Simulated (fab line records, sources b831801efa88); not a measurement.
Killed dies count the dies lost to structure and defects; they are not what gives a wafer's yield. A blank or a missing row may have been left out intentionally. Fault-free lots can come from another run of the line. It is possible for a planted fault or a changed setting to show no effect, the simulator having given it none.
fab line records ; flow sky130
[record] lots = 13; wafers = 39; last_day = 50
route steps=708 shown LDD_HVN@276 LDD_HVP@288 LDD_LDN@300 PAD_OPEN@708
lots with no fault: from the same line, run without faults
start_h: hours from the record's first day to the start of the lot's first wafer shown ; wait_h: time in hours since the lot's previous step ; " unchanged from the row above ; L1.1+2: a single row standing in for several wafers ; - no value present, or no start provided ; * or withheld: withheld ; < > ~ a bound
route shown NAME@n: NAME is a module with steps in the file, n the number in the route of the first one ; usual: mean/standard deviation taken from wafers without a fault ; same: alike in all rows ; chamber/n: place in a boat ; sites: per-site readings ; _std_site: standard deviation across them ; _edge_site: the outer-site mean with the inner-site mean subtracted ; radius_mm: how far each site lies from the wafer's centre ; mask NAME#n: copy n ; behind: the most recent tool/chamber to have shaped the wafer ; hold: the reason the lot was held/the length of the hold in hours/how it ended ; device: transistor that didn't switch, given as n, p or np ; end of line: the route-end tests of the same wafers ; a step without rows: its recipe alone ; killed: at the first sort, the dies lost to defects and structure; wafer yield is something else ; map: the dies of a wafer, with x for killed, . for not killed, _ for no die there
set.NAME: the setting the step ran with; set.NAME@STEP: the setting that earlier step ran with ; model.NAME: the simulator's own value behind a step, which no gauge read
the route's steps for a sample of lots (tables are steps, rows are wafers)
services: the hour from which a tool's chamber was out of use, counted from the record's first day as start_h (under 0 if before that day), plus the number of hours and why
[[steps]]
[step SKY_LDD_HVN_STRIP_09]
[recipe] chemistry = O2/N2; power_w = 1400; pressure_mtorr = 1500; platen_temp_c = withheld; o2_flow_sccm = 3000; n2_flow_sccm = 300; overash_fraction = 0.5
[usual] drypump_motor_current_A = 5.6/0.39; oes_product_au = 0.408/0.004; strip_time_to_endpoint_s = 4.133/0.013
lot.wafer;tool;chamber;start_h;wait_h;drypump_motor_current_A;oes_product_au;rf_hours_counter_h;strip_time_to_endpoint_s
L907.2;plasma_asher-02;0;456.67;0.1;5.6;0.410;32;4.121
L907.4;plasma_asher-02;0;456.67;0.1;5.6;0.411;-;4.146
L907.5;plasma_asher-02;0;456.67;0.1;5.6;0.403;-;4.120
L908.1;plasma_asher-01;1;473.22;0.1;5.6;0.405;64;4.138
L908.4;plasma_asher-01;1;473.22;0.1;5.6;0.408;-;4.144
L908.6;plasma_asher-01;0;473.22;0.1;6.4;0.405;-;4.144
L910.1;plasma_asher-03;1;494.24;0.1;6.0;0.409;82;4.135
L910.4;plasma_asher-03;0;494.24;0.1;5.1;0.406;-;4.136
L910.5;plasma_asher-03;0;494.24;0.1;5.1;0.406;-;4.133
L914.1;plasma_asher-01;1;532.89;0.1;5.6;0.411;70;4.125
L914.2;plasma_asher-01;0;532.89;0.1;6.4;0.416;70;4.138
L914.5;plasma_asher-01;0;532.89;0.1;6.3;0.408;-;4.137
L915.1;plasma_asher-02;1;544.17;0.1;5.5;0.408;40;4.130
L915.3;plasma_asher-02;0;544.17;0.1;5.5;0.411;-;4.132
L915.5;plasma_asher-02;0;544.17;0.1;5.5;0.408;-;4.122
L916.4;plasma_asher-03;1;551.95;0.1;6.0;0.410;-;4.145
L916.5;plasma_asher-03;1;551.95;0.1;6.0;0.409;-;4.161
L916.6;plasma_asher-03;0;551.95;0.1;5.2;0.399;-;4.103
L917.1;plasma_asher-03;0;567.09;0.1;5.2;0.405;89;4.121
L917.3;plasma_asher-03;1;567.09;0.1;6.0;0.420;-;4.138
L917.4;plasma_asher-03;0;567.09;0.1;5.2;0.411;-;4.134
L918.2;plasma_asher-03;0;570.44;0.1;5.1;0.409;89;4.139
L918.3;plasma_asher-03;1;570.44;0.1;6.0;0.407;-;4.123
L918.6;plasma_asher-03;1;570.44;0.1;6.0;0.407;-;4.129
L919.1;plasma_asher-02;1;575.49;0.1;5.5;0.414;43;4.116
L919.4;plasma_asher-02;1;575.49;0.1;5.5;0.414;-;4.129
L919.6;plasma_asher-02;1;575.49;0.1;5.5;0.416;-;4.138
L922.3;plasma_asher-02;0;600.07;0.1;5.5;0.402;-;4.149
L922.5;plasma_asher-02;0;600.07;0.1;5.5;0.410;-;4.146
L922.6;plasma_asher-02;1;600.07;0.1;5.4;0.409;-;4.112
L923.1;plasma_asher-03;0;603.92;0.1;5.2;0.413;93;4.107
L923.4;plasma_asher-03;0;603.92;0.1;5.1;0.408;-;4.143
L923.5;plasma_asher-03;1;603.92;0.1;6.0;0.413;-;4.140
L926.1;plasma_asher-01;0;631.64;0.1;6.3;0.416;80;4.157
L926.3;plasma_asher-01;1;631.64;0.1;5.5;0.406;-;4.152
L926.5;plasma_asher-01;0;631.64;0.1;6.3;0.413;-;4.158
L927.1;plasma_asher-02;1;634.74;0.1;5.4;0.407;49;4.116
L927.4;plasma_asher-02;1;634.74;0.1;5.4;0.409;-;4.126
L927.6;plasma_asher-02;1;634.74;0.1;5.4;0.402;-;4.123
[step SKY_LDD_HVP_TW_MEAS_10]
[usual] LDD_HVP_TW = 453.0/2.5
lot.wafer;tool;chamber;start_h;wait_h;LDD_HVP_TW
L907.2;film_metro-03;-;489.45;0.1;457.3
L907.4;film_metro-03;-;489.45;0.1;458.3
L907.5;film_metro-03;-;489.45;0.1;457.1
L908.1;film_metro-04;-;505.52;0.1;450.2
L908.4;film_metro-04;-;505.52;0.1;452.7
L908.6;film_metro-04;-;505.52;0.1;449.8
L910.1;film_metro-02;-;525.94;0.1;451.7
L910.4;film_metro-02;-;525.94;0.1;451.8
L910.5;film_metro-02;-;525.94;0.1;452.8
L914.1;film_metro-02;-;563.09;0.1;454.0
L914.2;film_metro-02;-;563.09;0.1;451.6
L914.5;film_metro-02;-;563.09;0.1;454.2
L915.1;film_metro-04;-;573.84;0.1;452.1
L915.3;film_metro-04;-;573.84;0.1;450.3
L915.5;film_metro-04;-;573.84;0.1;453.7
L916.4;film_metro-03;-;582.42;0.1;458.0
L916.5;film_metro-03;-;582.42;0.1;455.7
L916.6;film_metro-03;-;582.42;0.1;455.6
L917.1;film_metro-02;-;596.64;0.1;452.1
L917.3;film_metro-02;-;596.64;0.1;454.2
L917.4;film_metro-02;-;596.64;0.1;454.3
L918.2;film_metro-04;-;599.20;0.1;447.4
L918.3;film_metro-04;-;599.20;0.1;448.2
L918.6;film_metro-04;-;599.20;0.1;448.0
L919.1;film_metro-04;-;605.24;0.1;449.2
L919.4;film_metro-04;-;605.24;0.1;450.5
L919.6;film_metro-04;-;605.24;0.1;450.2
L922.3;film_metro-02;-;629.81;0.1;453.2
L922.5;film_metro-02;-;629.81;0.1;453.7
L922.6;film_metro-02;-;629.81;0.1;453.9
L923.1;film_metro-03;-;633.89;0.1;455.7
L923.4;film_metro-03;-;633.89;0.1;451.5
L923.5;film_metro-03;-;633.89;0.1;454.7
L926.1;film_metro-03;-;660.64;0.1;454.6
L926.3;film_metro-03;-;660.64;0.1;455.0
L926.5;film_metro-03;-;660.64;0.1;453.8
L927.1;film_metro-04;-;663.69;0.1;450.5
L927.4;film_metro-04;-;663.69;0.1;450.8
L927.6;film_metro-04;-;663.69;0.1;449.1
[step SKY_LDD_LDN_IMPLANT_11]
[recipe] species = As; energy_kev = 15; dose_cm2 = 1.25e+13; tilt_deg = withheld; rotation_deg = 293
[usual] beam_energy_keV = 15.000/0.0048
lot.wafer;tool;chamber;start_h;wait_h;beam_energy_keV
L907.2;implanter-03;0;521.52;0.1;15.001
L907.4;implanter-03;0;521.52;0.1;14.998
L907.5;implanter-03;0;521.52;0.1;14.999
L908.1;implanter-02;0;537.39;0.1;14.998
L908.4;implanter-02;0;537.39;0.1;14.993
L908.6;implanter-02;0;537.39;0.1;14.997
L910.1;implanter-03;0;557.19;0.1;14.998
L910.4;implanter-03;0;557.19;0.1;14.996
L910.5;implanter-03;0;557.19;0.1;14.994
L914.1;implanter-01;0;592.54;0.1;15.013
L914.2;implanter-01;0;592.54;0.1;15.004
L914.5;implanter-01;0;592.54;0.1;15.008
L915.1;implanter-03;0;603.89;0.1;14.995
L915.3;implanter-03;0;603.89;0.1;14.999
L915.5;implanter-03;0;603.89;0.1;15.002
L916.4;implanter-03;0;611.94;0.1;14.993
L916.5;implanter-03;0;611.94;0.1;15.001
L916.6;implanter-03;0;611.94;0.1;14.998
L917.1;implanter-01;0;626.24;0.1;15.003
L917.3;implanter-01;0;626.24;0.1;15.010
L917.4;implanter-01;0;626.24;0.1;15.003
L918.2;implanter-01;0;628.92;0.1;14.998
L918.3;implanter-01;0;628.92;0.1;14.999
L918.6;implanter-01;0;628.92;0.1;14.996
L919.1;implanter-03;0;635.94;0.1;16.452
L919.4;implanter-03;0;635.94;0.1;16.448
L919.6;implanter-03;0;635.94;0.1;16.454
L922.3;implanter-03;0;658.64;0.1;16.460
L922.5;implanter-03;0;658.64;0.1;16.454
L922.6;implanter-03;0;658.64;0.1;16.451
L923.1;implanter-01;0;662.54;0.1;15.002
L923.4;implanter-01;0;662.54;0.1;15.003
L923.5;implanter-01;0;662.54;0.1;15.000
L926.1;implanter-01;0;689.27;0.1;14.999
L926.3;implanter-01;0;689.27;0.1;15.006
L926.5;implanter-01;0;689.27;0.1;14.997
L927.1;implanter-02;0;692.22;0.1;14.996
L927.4;implanter-02;0;692.22;0.1;15.003
L927.6;implanter-02;0;692.22;0.1;15.000
[step SKY_LDD_LDN_STRIP_12]
[recipe] chemistry = O2/N2; power_w = 1400; pressure_mtorr = 1500; platen_temp_c = withheld; o2_flow_sccm = 3000; n2_flow_sccm = 300; overash_fraction = 0.5
[usual] drypump_motor_current_A = 5.6/0.31; oes_product_au = 0.716/0.0048; strip_time_to_endpoint_s = 14.16/0.044
lot.wafer;tool;chamber;start_h;wait_h;drypump_motor_current_A;oes_product_au;rf_hours_counter_h;strip_time_to_endpoint_s
L907.2;plasma_asher-03;0;521.64;0.1;5.1;0.706;85;14.19
L907.4;plasma_asher-03;1;521.64;0.1;6.0;0.724;-;14.19
L907.5;plasma_asher-03;0;521.64;0.1;5.1;0.715;-;14.23
L908.1;plasma_asher-04;0;537.54;0.1;5.6;0.712;11;14.12
L908.4;plasma_asher-04;0;537.54;0.1;5.6;0.711;-;14.13
L908.6;plasma_asher-04;0;537.54;0.1;5.6;0.706;-;14.14
L910.1;plasma_asher-04;1;557.34;0.1;5.9;0.716;13;14.13
L910.4;plasma_asher-04;0;557.34;0.1;5.7;0.714;-;14.10
L910.5;plasma_asher-04;0;557.34;0.1;5.6;0.714;-;14.16
L914.1;plasma_asher-03;1;592.69;0.1;6.0;0.714;92;14.18
L914.2;plasma_asher-03;0;592.69;0.1;5.1;0.714;92;14.19
L914.5;plasma_asher-03;1;592.69;0.1;6.0;0.721;-;14.17
L915.1;plasma_asher-04;0;604.04;0.1;5.6;0.718;17;14.16
L915.3;plasma_asher-04;0;604.04;0.1;5.6;0.717;-;14.15
L915.5;plasma_asher-04;0;604.04;0.1;5.6;0.726;-;14.20
L916.4;plasma_asher-02;1;612.05;0.1;5.5;0.721;-;14.19
L916.5;plasma_asher-02;0;612.05;0.1;5.6;0.720;-;14.17
L916.6;plasma_asher-02;1;612.05;0.1;5.4;0.720;-;14.21
L917.1;plasma_asher-03;0;626.39;0.1;5.2;0.706;95;14.15
L917.3;plasma_asher-03;1;626.39;0.1;6.0;0.712;-;14.17
L917.4;plasma_asher-03;0;626.39;0.1;5.1;0.721;-;14.18
L918.2;plasma_asher-03;1;629.04;0.1;6.0;0.717;95;14.24
L918.3;plasma_asher-03;1;629.04;0.1;6.0;0.718;-;14.25
L918.6;plasma_asher-03;0;629.04;0.1;5.1;0.721;-;14.22
L919.1;plasma_asher-02;0;636.09;0.1;5.6;0.716;49;14.16
L919.4;plasma_asher-02;0;636.09;0.1;5.6;0.714;-;14.17
L919.6;plasma_asher-02;1;636.09;0.1;5.5;0.716;-;14.18
L922.3;plasma_asher-03;0;658.78;0.1;5.1;0.724;-;14.23
L922.5;plasma_asher-03;0;658.78;0.1;5.1;0.713;-;14.14
L922.6;plasma_asher-03;1;658.78;0.1;6.0;0.727;-;14.20
L923.1;plasma_asher-02;1;662.69;0.1;5.5;0.713;52;14.11
L923.4;plasma_asher-02;1;662.69;0.1;5.4;0.720;-;14.09
L923.5;plasma_asher-02;1;662.69;0.1;5.5;0.726;-;14.09
L926.1;plasma_asher-04;1;689.42;0.1;5.9;0.714;26;14.07
L926.3;plasma_asher-04;0;689.42;0.1;5.6;0.722;-;14.08
L926.5;plasma_asher-04;0;689.42;0.1;5.6;0.712;-;14.06
L927.1;plasma_asher-04;1;692.37;0.1;5.9;0.712;26;14.13
L927.4;plasma_asher-04;0;692.37;0.1;5.6;0.715;-;14.15
L927.6;plasma_asher-04;1;692.37;0.1;5.9;0.716;-;14.13
[step SKY_PAD_OPEN_PROBE_99]
[usual] killed_at_M0_to_M3 = 43/7.9; killed_at_M4_up = 2.9/1.8; killed_at_contacts = 24/5.5; killed_at_front_end = 15/4.2; killed_at_other = 0.2/0.46; killed_dies = 86/11; killed_open = 47/8.1; killed_short = 39/6.4
[same] gross_dies = 492; killed_at_back_side = 0
lot.wafer;tool;chamber;start_h;wait_h;killed_at_M0_to_M3;killed_at_M4_up;killed_at_contacts;killed_at_front_end;killed_at_other;killed_dies;killed_open;killed_short
L914.1;prober-01;-;1123.01;0.1;36;2;19;15;0;72;38;34
L914.2;prober-01;-;1123.06;0.1;34;1;28;17;0;80;45;35
L914.5;prober-01;-;1123.21;0.2;45;1;24;11;0;81;49;32
L915.1;prober-01;-;1131.55;0.1;41;4;18;16;0;79;41;38
L915.3;prober-01;-;1131.65;0.2;50;1;27;18;0;96;47;49
L915.5;prober-01;-;1131.75;0.2;32;1;24;15;0;72;40;32
L917.1;prober-01;-;1149.33;0.1;44;2;26;14;0;86;51;35
L917.3;prober-01;-;1149.43;0.2;37;0;28;12;0;77;40;37
L917.4;prober-01;-;1149.48;0.2;34;0;20;12;0;66;28;38
L919.1;prober-01;-;1157.52;0.1;44;2;23;19;1;89;56;33
L919.4;prober-01;-;1157.67;0.2;43;3;26;15;0;87;48;39
L919.6;prober-01;-;1157.77;0.2;38;2;30;8;0;78;46;32
// killed by level:class
L914.1 VIA1:geometric_particle:open=12 CONTACT:geometric_particle:short=5 VIA3:geometric_particle:open=5 FIELD_ISO:geometric_particle:open=4 FIELD_ISO:geometric_particle:short=4 LI_CONTACT:geometric_particle:short=4 POLY_GATE:geometric_particle:short=3 LI_CONTACT:geometric_particle:open=3
L914.2 CONTACT:geometric_particle:open=13 VIA1:geometric_particle:open=9 FIELD_ISO:geometric_particle:open=6 LOCAL_INTERCONNECT:geometric_particle:short=6 CONTACT:geometric_particle:short=5 METAL1:geometric_particle:short=4 VIA1:geometric_particle:short=4 VIA2:geometric_particle:open=4
L914.5 VIA1:geometric_particle:open=12 CONTACT:geometric_particle:open=10 VIA2:geometric_particle:open=7 VIA1:geometric_particle:short=6 METAL2:geometric_particle:short=6 VIA3:geometric_particle:open=5 LI_CONTACT:geometric_particle:open=4 POLY_GATE:geometric_particle:open=4
L915.1 VIA1:geometric_particle:open=10 CONTACT:geometric_particle:open=7 METAL2:geometric_particle:short=5 VIA2:geometric_particle:open=5 LI_CONTACT:geometric_particle:open=5 METAL1:geometric_particle:short=5 VIA1:geometric_particle:short=5 FIELD_ISO:geometric_particle:open=4
L915.3 CONTACT:geometric_particle:open=12 VIA3:geometric_particle:short=9 METAL2:geometric_particle:short=8 LI_CONTACT:geometric_particle:open=7 VIA3:geometric_particle:open=7 VIA2:geometric_particle:open=6 POLY_GATE:geometric_particle:short=5 VIA1:geometric_particle:open=5
L915.5 CONTACT:geometric_particle:open=11 METAL2:geometric_particle:short=9 LI_CONTACT:geometric_particle:open=6 VIA2:geometric_particle:open=4 VIA1:geometric_particle:open=4 VIA3:geometric_particle:open=4 FIELD_ISO:geometric_particle:short=3 FIELD_ISO:geometric_particle:open=3
L917.1 CONTACT:geometric_particle:open=9 VIA1:geometric_particle:open=8 METAL2:geometric_particle:short=8 VIA1:geometric_particle:short=7 VIA3:geometric_particle:open=7 LI_CONTACT:geometric_particle:open=6 VIA2:geometric_particle:open=5 FIELD_ISO:geometric_particle:short=4
L917.3 LI_CONTACT:geometric_particle:open=8 VIA3:geometric_particle:open=8 CONTACT:geometric_particle:open=7 POLY_GATE:geometric_particle:short=6 CONTACT:geometric_particle:short=6 VIA1:geometric_particle:open=6 METAL2:geometric_particle:short=5 LI_CONTACT:geometric_particle:short=4
L917.4 CONTACT:geometric_particle:open=9 METAL2:geometric_particle:short=9 VIA3:geometric_particle:open=6 FIELD_ISO:geometric_particle:short=5 VIA1:geometric_particle:open=5 LOCAL_INTERCONNECT:geometric_particle:short=4 CONTACT:geometric_particle:short=4 METAL1:geometric_particle:short=4
L919.1 CONTACT:geometric_particle:open=13 VIA1:geometric_particle:open=9 VIA2:geometric_particle:open=8 POLY_GATE:geometric_particle:short=6 METAL2:geometric_particle:short=6 VIA3:geometric_particle:open=6 FIELD_ISO:geometric_particle:open=4 METAL1:geometric_particle:short=4
L919.4 LI_CONTACT:geometric_particle:open=12 VIA2:geometric_particle:short=8 VIA1:geometric_particle:open=6 VIA2:geometric_particle:open=6 VIA3:geometric_particle:open=6 CONTACT:geometric_particle:short=5 POLY_GATE:geometric_particle:open=4 VIA1:geometric_particle:short=4
L919.6 CONTACT:geometric_particle:open=12 VIA1:geometric_particle:open=9 VIA2:geometric_particle:open=9 CONTACT:geometric_particle:short=8 LI_CONTACT:geometric_particle:open=6 VIA2:geometric_particle:short=6 POLY_GATE:geometric_particle:open=4 VIA3:geometric_particle:open=4
[[services]]
tool;chamber;start_h;hours;kind
plasma_asher-01;-;442.85;4.3;pm
implanter-02;-;463.80;2.4;repair
implanter-01;-;487.35;2.6;repair
implanter-02;-;502.29;3.9;pm
implanter-01;-;522.79;3.4;pm
implanter-03;-;533.91;4.6;repair
implanter-03;-;536.70;4.6;repair
implanter-01;-;551.24;1.9;repair
implanter-02;-;559.42;6.3;pm
implanter-03;-;569.14;1.8;repair
implanter-03;-;597.62;4.5;pm
implanter-03;-;607.04;3.0;repair
implanter-03;-;609.48;1.4;repair
implanter-03;-;612.19;5.4;pm
implanter-02;-;614.73;2.4;repair
plasma_asher-02;-;624.06;1.2;repair
plasma_asher-03;-;654.32;1.9;repair
implanter-02;-;656.64;3.3;pm
[[key]]
[first_sign] step = SKY_LDD_LDN_IMPLANT_11; reading = beam_energy_keV; direction = up; sigmas = 99+; usual = *; struck = *
effect none on later readings
met_at SKY_LDD_LDN_IMPLANT_11
struck_lots L919,L922
tester_left_out L919,L922
not_acting_at SKY_LDD_HVN_STRIP_09,SKY_LDD_HVP_TW_MEAS_10,SKY_LDD_LDN_STRIP_12
onset_between 611.94 635.94
[fault] kind = process_parameter_drift; tool = implanter-03; chamber = -; onset_h = 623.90; steps = SKY_LDD_LDN_IMPLANT_11; channel = energy_kev; offset = *; shape = step; end_h = 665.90; acts_in = *; stated = *
// tester_left_out: of these lots the tester's yield and bins aren't shown, on N5 and GAA mostly nor the transistor test; their killed dies are dies lost to structure and defects alone, not to doping, threshold or leakage, so they don't give the yield
